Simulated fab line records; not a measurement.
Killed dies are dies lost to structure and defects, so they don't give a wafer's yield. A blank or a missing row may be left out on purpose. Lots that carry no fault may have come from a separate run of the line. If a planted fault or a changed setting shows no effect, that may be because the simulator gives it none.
Chamber matching | flow sky130 | SKY_POLY_CUT_ETCH_10 on rie diel-03 has 4 sister chambers
The step etches BARC in N2/H2, stops on SiO2, time 45.9 s, target depth 60 nm. 14 wafers are shown with their chamber, then 7 later ones without.

## WAFERS, EACH WITH ITS CHAMBER
wafer  | chamber | drypump motor current A (A) | oes product au (a.u.) | bias w (W)
L463.1 | 1       | 6.0                         | 0.845                 | 99.90
L463.2 | 0       | 5.5                         | 0.856                 | 100.15
L463.3 | 2       | 6.3                         | 0.853                 | 100.17
L466.2 | 2       | 6.3                         | 0.856                 | 99.72
L466.3 | 1       | 6.0                         | 0.852                 | 99.81
L466.4 | 3       | 4.8                         | 0.860                 | 99.43
L467.1 | 1       | 6.0                         | 0.849                 | 99.62
L467.3 | 3       | 4.8                         | 0.855                 | 100.10
L467.4 | 0       | 5.5                         | 0.863                 | 99.96
L472.2 | 0       | 5.5                         | 0.854                 | 99.80
L472.5 | 3       | 4.8                         | 0.853                 | 99.75
L472.6 | 0       | 5.5                         | 0.856                 | 100.13
L478.1 | 2       | 6.4                         | 0.854                 | 99.87
L478.3 | 0       | 5.5                         | 0.856                 | 99.64

SIGNATURES (averages over the wafers above)
reading                 | chamber 0 | chamber 1 | chamber 2 | chamber 3 | scatter within a chamber
drypump motor current A | 5.500     | 6.000     | 6.333     | 4.800     | 0.0258
oes product au          | 0.85700   | 0.84867   | 0.85433   | 0.85600   | 0.00321
bias w                  | 99.9360   | 99.7767   | 99.9200   | 99.7600   | 0.237
Rule: for a wafer and a chamber, the distance is found by dividing, reading by reading, the gap between the wafer's reading and the chamber's mean by the reading's scatter, squaring, summing and taking the root. If the next closest chamber is less than 2 further off than the closest, the wafer can't be placed; otherwise it belongs to the closest. The scatter: take each reading less its chamber's mean, square it, sum over the shown wafers, divide by the number of wafers less the number of chambers, and take the root.

## WAFERS WITH NO CHAMBER GIVEN
wafer  | drypump motor current A (A) | oes product au (a.u.) | bias w (W)
L478.4 | 6.0                         | 0.852                 | 99.89
L479.2 | 6.3                         | 0.851                 | 100.41
L479.3 | 6.0                         | 0.846                 | 100.22
L479.4 | 6.3                         | 0.854                 | 100.36
L480.2 | 6.1                         | 0.856                 | 100.08
L480.3 | 6.3                         | 0.860                 | 100.21
L480.5 | 5.5                         | 0.863                 | 100.16

## EACH ONE'S CHAMBER
wafer  | from the rows above | in truth
L478.4 | 1                   | 1
L479.2 | 2                   | 2
L479.3 | 1                   | 1
L479.4 | 2                   | 2
L480.2 | 1                   | 1
L480.3 | 2                   | 2
L480.5 | 0                   | 0
Correctly placed: 7 of 7. Not placeable from these rows: 0. 0 placed wrongly.
